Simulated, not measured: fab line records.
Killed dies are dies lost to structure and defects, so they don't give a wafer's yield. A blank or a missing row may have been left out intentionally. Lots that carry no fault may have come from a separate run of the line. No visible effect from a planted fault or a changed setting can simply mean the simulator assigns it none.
Commonality check across tools	flow sky130	Sampled: 14 lots, 42 wafers

## WHY THIS WAS OPENED
2 of 14 lots carry a flag on the reading LDD_HVP_TW at SKY_LDD_HVP_TW_MEAS_10. Wafers without a fault read 456, standard deviation 3.4.
Rule: a lot is flagged in two cases, either no wafer of it has a number, or all its wafers with numbers fall more than 4 standard deviations from that mean. All remaining lots are regarded as sound.

lot	measured	on	LDD_HVP_TW, wafer by wafer	flag
L358	day 21 11:40	film_metro-04	453 453 452	
L359	day 21 16:14	film_metro-03	460 461 459	
L363	day 23 14:02	film_metro-04	454 456 456	
L362	day 23 14:33	film_metro-03	458 459 460	
L366	day 26 11:06	film_metro-02	460 459 456	
L364	day 26 11:17	film_metro-02	459 458 459	
L368	day 26 11:37	film_metro-02	458 460 458	
L365	day 26 12:50	film_metro-04	456 455 453	
L370	day 26 13:30	film_metro-04	30 30 30	FLAGGED
L369	day 26 13:31	film_metro-03	30 30 30	FLAGGED
L367	day 26 14:05	film_metro-04	453 453 454	
L375	day 27 14:02	film_metro-02	457 459 459	
L378	day 28 08:25	film_metro-04	454 452 453	
L380	day 30 06:03	film_metro-02	462 461 462	
On average the flagged lots read 30, which is -426 against the usual, or -99 or more standard deviations.

## TOOL THAT RAN EACH LOT
The record holds 1 process step before the reading, out of a route of 708 steps. Every cell lists first the tool, next ch and the chambers used by the sampled wafers, and last the start.
lot	flag	SKY_LDD_HVP_IMPLANT_08
L358		implanter-01 ch 0, day 21 11:26
L359		implanter-01 ch 0, day 21 15:59
L363		implanter-02 ch 0, day 23 13:47
L362		implanter-04 ch 0, day 23 14:18
L366		implanter-01 ch 0, day 26 10:51
L364		implanter-04 ch 0, day 26 11:02
L368		implanter-02 ch 0, day 26 11:23
L365		implanter-01 ch 0, day 26 12:35
L370	FLAGGED	implanter-01, day 26 13:15
L369	FLAGGED	implanter-04, day 26 13:17
L367		implanter-04 ch 0, day 26 13:50
L375		implanter-01 ch 0, day 27 13:47
L378		implanter-04 ch 0, day 28 08:10
L380		implanter-04 ch 0, day 30 05:48
These steps, and what they do:
- SKY_LDD_HVP_IMPLANT_08
- SKY_LDD_HVP_TW_MEAS_10

## FLAGGED OVER TOTAL, TOOL BY TOOL (the gauges that took the reading come last)
step	tool	lots run	flagged	share of the flagged lots	sound lots run after its first flagged lot
SKY_LDD_HVP_IMPLANT_08	implanter-01	6	1	some	1 (L375)
SKY_LDD_HVP_IMPLANT_08	implanter-02	2	0	none	-
SKY_LDD_HVP_IMPLANT_08	implanter-04	6	1	some	3 (L367,L378,L380)
SKY_LDD_HVP_TW_MEAS_10	film_metro-02	5	0	none	-
SKY_LDD_HVP_TW_MEAS_10	film_metro-03	3	1	some	0
SKY_LDD_HVP_TW_MEAS_10	film_metro-04	6	1	some	2 (L367,L378)

## THE TABLE: WHAT IT ALLOWS
No row of the table ran every flagged lot.

## WHAT HAD BEEN PUT IN BY THE SIMULATOR
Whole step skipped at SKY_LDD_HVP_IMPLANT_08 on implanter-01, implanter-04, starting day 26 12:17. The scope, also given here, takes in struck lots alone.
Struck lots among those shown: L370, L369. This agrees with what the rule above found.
